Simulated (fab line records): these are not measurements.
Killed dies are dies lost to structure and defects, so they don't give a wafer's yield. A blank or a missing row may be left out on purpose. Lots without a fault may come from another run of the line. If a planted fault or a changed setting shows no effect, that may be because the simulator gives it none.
Lot-split experiment -- flow sky130 -- on a route of 708 steps: 5 lots, 23 wafers read

## THE SPLIT
At SKY_SONOS_ONO_SOFTBAKE_09 (time 60 s), the setting temp c was moved away from the recipe's 90 C on 8 of the 23 wafers read, by -3.4% to +2.9%. For the rest of the wafers, this setting stayed at what the recipe calls for.

## FROM THE SPLIT TO THE READING: what the file shows between them, 3 steps
- SKY_SONOS_ONO_EXPOSE_10: exposes mask ONOM, target cd 410 nm
- SKY_SONOS_ONO_PEB_11
- SKY_SONOS_ONO_DEVELOP_12: develop time 60 s

## THE READING
NOVOLAK_of_SONOS_ONO_COAT_08.thk nm (the simulator's own value, which no gauge read), in nm, at SKY_SONOS_ONO_ETCH_15 (etches the open film in CHF3/O2, target depth 19.52 nm, time 7.8 s). The file gives no usual value for it. The 15 wafers here that ran the recipe average 1120 nm, standard deviation 2.6 nm.

wafer,"tool, chamber at the split","temp c as run, C",against the recipe,"NOVOLAK_of_SONOS_ONO_COAT_08.thk nm, nm",against lot-mates on the recipe
L074.1,"litho track-04, 0",90,recipe,1120,-
L074.2,"litho track-04, 0",90,recipe,1119,-
L074.3,"litho track-04, 0",90,recipe,1118,-
L074.5,"litho track-04, 0",91.72,+1.9%,1118,-1
L074.6,"litho track-04, 0",91.72,+1.9%,1116,-3
L075.1,"litho track-02, 0",90,recipe,1118,-
L075.4,"litho track-02, 0",90,recipe,1118,-
L075.5,"litho track-02, 0",90,recipe,1118,-
L075.6,"litho track-02, 0",90,recipe,1118,-
L075.3,"litho track-02, 0",90,recipe,1119,-
L076.1,"litho track-02, 0",90,recipe,1123,-
L076.2,"litho track-02, 0",90,recipe,1122,-
L076.5,"litho track-02, 0",90,recipe,1124,-
L083.1,"litho track-02, 0",90,recipe,1124,-
L083.2,"litho track-02, 0",92.61,+2.9%,1116,-9
L083.3,"litho track-02, 0",92.61,+2.9%,1117,-8
L083.4,"litho track-02, 0",90,recipe,1126,-
L083.5,"litho track-02, 0",92.61,+2.9%,1118,-7
L085.1,"litho track-04, 0",86.93,-3.4%,1133,+13
L085.2,"litho track-04, 0",86.93,-3.4%,1131,+11
L085.3,"litho track-04, 0",90,recipe,1121,-
L085.4,"litho track-04, 0",90,recipe,1119,-
L085.6,"litho track-04, 0",86.93,-3.4%,1129,+9

FIT RESULTS
A straight line over all 23 wafers: NOVOLAK_of_SONOS_ONO_COAT_08.thk nm changes by -2.27 nm for each +1% of temp c; r = -0.83; the points scatter about the line by 2.7 nm.
The same after taking each lot's own level away (the mean of its wafers on the recipe; 23 wafers): -2.83 nm for each +1%; r = -0.96; scatter 1.4 nm.
Per that fit: largest temp c move, reading shift of 9.7 nm.
The lots' own levels span 1118.2 to 1125.0 nm, that is 2.6 times the standard deviation above.
Thus the slope moves with the lot-to-lot level: the two fits are different.
Check: for one of the wafers moved furthest among these (-3.4%), held out of the fit, the line's prediction against its lot-mates is +9.32 nm. Against them it came out at +13 nm.

## ADDITIONAL SPLITS CARRIED BY THESE WAFERS
Other splits were also applied to these wafers ahead of the reading. Each is held against what the fit with the lots' levels taken away leaves over:
other split on the same wafers,wafers away from the commonest value,r with NOVOLAK_of_SONOS_ONO_COAT_08.thk nm (lot level and that fit taken away)
SKY_VT_ADJUST_HVTR_COAT_02 spin rpm,10,+0.37
SKY_VT_ADJUST_HVTR_IMPLANT_09 energy kev,8,+0.40
SKY_SONOS_TUNNEL_SOFTBAKE_03 temp c,8,-0.15
SKY_SONOS_TUNNEL_IMPLANT_09 energy kev,8,-0.25
SKY_SONOS_ONO_CVD_04 temp c,18,+0.14

## THE WHOLE CHAIN: every reading that the file lists as answering this split, in the file's order
step,what it does,reading,change (the file's fit),r (the file's)
SKY_SONOS_ONO_DEVELOP_12,develop time 60 s,"NOVOLAK_of_SONOS_ONO_COAT_08.thk nm (the simulator's own value, which no gauge read)",-2.72 nm for each +1% of the setting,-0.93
SKY_SONOS_ONO_ETCH_15,"etches the open film in CHF3/O2, target depth 19.52 nm, time 7.8 s","NOVOLAK_of_SONOS_ONO_COAT_08.thk nm (the simulator's own value, which no gauge read)",-2.78 nm for each +1% of the setting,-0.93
SKY_SONOS_ONO_STRIP_17,strips in O2/N2,strip time to endpoint s,withheld for each +1% of the setting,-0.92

## THE FILE'S OWN FIT
NOVOLAK_of_SONOS_ONO_COAT_08.thk nm changes by -2.78 nm for each +1% of temp c, r = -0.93.
